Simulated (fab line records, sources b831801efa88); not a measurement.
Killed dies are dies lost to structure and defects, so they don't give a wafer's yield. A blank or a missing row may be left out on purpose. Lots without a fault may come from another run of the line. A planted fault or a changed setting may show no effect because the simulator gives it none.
A struck lot beside a sound one | flow sky130 | 36 steps out of a route of 708
Sound: wafers L475.1, L475.2, L475.6. Struck: wafers L479.2, L479.3, L479.4. The cause comes at the end.
At each step with rows: each side's tool, then ch and its chambers, then its first start. Under that, the readings that differ: sound wafers | struck wafers | difference of the means | sigmas: that difference in standard deviations of wafers without a fault.
alike: readings whose means differ by less than 2 such deviations, and words and numbers that are the same on both sides. not compared: withheld readings, readings that some wafer has no value for, bounds like >300 that may hide the same value, and numbers for which the record gives no deviation and whose values overlap.
The two part at a step that has a row with sigmas, a row that says differs or no value, or rows on one side only. Numbers that don't overlap but have no deviation are shown without sigmas and don't part them. A reading that every wafer of one side lacks parts them only if that side has two wafers or more.

first, 10 steps without rows for these wafers: SKY_VIA4_DEHYDRATE_04 (time 60 s); SKY_VIA4_HMDS_05 (prime time 60 s); SKY_VIA4_COAT_06 (resist thk 1140 nm); SKY_VIA4_SOFTBAKE_07 (time 60 s); SKY_VIA4_EXPOSE_08 (exposes mask VIM4, target cd 800 nm); SKY_VIA4_PEB_09; SKY_VIA4_DEVELOP_10 (develop time 60 s); SKY_VIA4_ETCH_12 (etches SiO2 in C4F8/O2/Ar, stops on TiN, target depth 580 nm); SKY_VIA4_STRIP_13 (strips in O2/N2); SKY_VIA4_STRIP_14 (strips in post etch residue remover, time 1200 s).
SKY_VIA4_CLEAN_15: cleans in IPA, time 180 s.
  sound on wet_bench-04 ch 3, day 46 09:20; struck on wet_bench-04 ch 2, day 46 20:53
then, 24 steps without rows for these wafers: SKY_VIA4_CLEAN_16 (cleans in O3/DIW); SKY_VIA4_SPUTTER_17 (material TiN, target thk 20 nm, time 80 s); SKY_VIA4_CVD_18 (deposits W, target thk 505 nm, time 152.14 s); SKY_VIA4_CMP_21 (polishes, stops on SiO2, t overpolish 25 s, target thk 0 nm); SKY_METAL5_SPUTTER_00 (material Ti, target thk 15 nm, time 10 s); SKY_METAL5_SPUTTER_01 (material TiN, target thk 20 nm, time 16.7 s); SKY_METAL5_SPUTTER_02 (material AlCu, target thk 1150 nm, time 61.2 s); SKY_METAL5_SPUTTER_03 (material Ti, target thk 5 nm, time 3.3 s); SKY_METAL5_SPUTTER_04 (material TiN, target thk 70 nm, time 58.3 s); SKY_METAL5_DEHYDRATE_07 (time 60 s); SKY_METAL5_HMDS_08 (prime time 60 s); SKY_METAL5_COAT_09 (resist thk 1800 nm); SKY_METAL5_SOFTBAKE_10 (time 60 s); SKY_METAL5_EXPOSE_11 (exposes mask MM5, target cd 1600 nm); SKY_METAL5_PEB_12; SKY_METAL5_DEVELOP_13 (develop time 60 s); SKY_METAL5_DESCUM_14 (chemistry O2, time 11 s); SKY_METAL5_METAL_ETCH_15 (etches the open film in Cl2/BCl3, stops on SiO2, target depth 1260 nm, time 252 s); SKY_METAL5_STRIP_16 (strips in O2/N2); SKY_METAL5_STRIP_17 (strips in post etch residue remover, time 1200 s); SKY_METAL5_CLEAN_18 (cleans in IPA, time 180 s); SKY_METAL5_CLEAN_19 (cleans in O3/DIW); SKY_PASSIVATION_CVD_00 (deposits SiO2, target thk 90 nm); SKY_PASSIVATION_CVD_02 (deposits Si3N4, target thk 540 nm).
-- the record jumps here: 3 days lie between the struck wafers' starts before and after (it left off in module PASSIVATION and takes up again in module PAD_OPEN, whose first step shown is number 708 of the route) --
SKY_PAD_OPEN_PROBE_99:
  sound on prober-02, day 49 00:17; struck on prober-02, day 49 12:20
  reading                               | sound              | struck            | difference | sigmas
  killed_at_M4_up                       | 7 4 4              | 20 24 27          | +19        | +10
  sort_bin_3_pad_short (%)              | 1.0 0.4 1.0        | 2.2 2.2 2.2       | +1.4       | +3
  model.etest.tester.sort_n_pass        | 418 406 397        | 393 386 394       | -16        |
  model.etest.tester.sort_yield_pct (%) | 84.96 82.52 80.69  | 79.88 78.46 80.08 | -3.25      |
  model.etest.tester.sort_bin_3_pct (%) | 1.016 0.4065 1.016 | 2.236 2.236 2.236 | +1.423     |
  alike: defect_limited_yield, killed_at_M0_to_M3, killed_at_contacts, killed_at_front_end, killed_at_other, killed_dies, killed_open, killed_short, sort_bin_5_function, sort_bin_6_memory, sort_n_pass, sort_yield_pct
  not compared: model.etest.tester.sort_bin_5_pct

WHERE THEY PART
Only at SKY_PAD_OPEN_PROBE_99, within this record.

WHY: what the simulator had put in
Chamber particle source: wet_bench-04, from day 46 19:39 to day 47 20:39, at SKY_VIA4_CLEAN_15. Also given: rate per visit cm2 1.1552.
